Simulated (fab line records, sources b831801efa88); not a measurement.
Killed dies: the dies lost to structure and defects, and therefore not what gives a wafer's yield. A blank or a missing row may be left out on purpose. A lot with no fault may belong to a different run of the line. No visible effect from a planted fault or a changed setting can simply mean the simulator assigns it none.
A struck lot beside a sound one | flow gf180mcu | 14 out of 602 route steps
Sound: wafers L453.3, L453.4, L453.5. Wafers L456.1, L456.2, L456.3 were the ones struck. The cause is named last.
Order at every step that has rows: each side's tool, ch and its chambers, its first start. Under that, the readings that differ: sound wafers | struck wafers | difference of the means | sigmas: that difference in standard deviations of wafers without a fault.
alike: readings whose means differ by less than 2 such deviations, and words and numbers that are the same on both sides. not compared: withheld readings, readings that some wafer has no value for, bounds like >300 that may hide the same value, and numbers for which the record gives no deviation and whose values overlap.
The two part at a step that has a row with sigmas, a row that says differs or no value, or rows on one side only. Numbers that don't overlap but have no deviation are shown without sigmas and don't part them. A reading that every wafer of one side lacks parts them only if that side has two wafers or more.

GF_M4_SPUTTER_00: material Ti, target thk 37.5 nm, time 150 s.
  sound: pvd_sputter-01 at day 24 18:02; struck: pvd_sputter-01 at day 25 12:10
  alike: throttle_valve_pct
GF_M4_SPUTTER_01: material TiN, target thk 30 nm, time 25 s.
  sound: pvd_sputter-01 at day 24 18:08; struck: pvd_sputter-01 at day 25 12:16
  alike: throttle_valve_pct
GF_M4_SPUTTER_02: material AlCu, target thk 450 nm, time 23.9 s.
  sound: pvd_sputter-01 at day 24 18:10; struck: pvd_sputter-01 at day 25 12:19
  alike: throttle_valve_pct
GF_M4_SPUTTER_03: material Ti, target thk 10 nm, time 6.7 s.
  sound: pvd_sputter-01 at day 24 18:12; struck: pvd_sputter-01 at day 25 12:20
  alike: throttle_valve_pct
GF_M4_SPUTTER_04: material TiN, target thk 50 nm, time 41.7 s.
  sound: pvd_sputter-01 at day 24 18:13; struck: pvd_sputter-01 at day 25 12:22
  alike: throttle_valve_pct
GF_M4_RS_MEAS_05: a four-point-probe measurement.
  sound: film_metro-04 at day 24 18:18; struck: film_metro-03 at day 25 12:24
  alike: M4_ALCU_RS
GF_M4_THK_MEAS_06: measures by xrf.
  sound: film_metro-04 at day 24 18:24; struck: film_metro-03 at day 25 12:31
  alike: M4_ALCU_THK
then, 5 steps without rows for these wafers: GF_M4_DEHYDRATE_07 (time 60 s); GF_M4_HMDS_08 (prime time 60 s); GF_M4_COAT_09 (resist thk 1000 nm); GF_M4_SOFTBAKE_10 (time 60 s); GF_M4_EXPOSE_11 (exposes mask Metal4, target cd 280 nm).
GF_M4_PEB_12: peb time 90 s.
  sound on litho_track-04 ch 0, day 25 15:25; struck on litho_track-02, day 26 08:56
  no value came back on the struck wafers for chill_plate_temp_C (C), exhaust_pa (Pa), plate_temp_C (C), resist_line_temp_C (C); on the sound wafers chill_plate_temp_C (C) reads 23.28 23.10 23.01
then, 1 step without rows for these wafers: GF_M4_DEVELOP_13 (develop time 60 s).

## WHERE THEY PART
Only at GF_M4_PEB_12, within this record.

WHY: what the simulator had put in
Skipped step whole: litho_track-02, from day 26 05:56 on, at GF_M4_PEB_12. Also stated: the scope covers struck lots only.
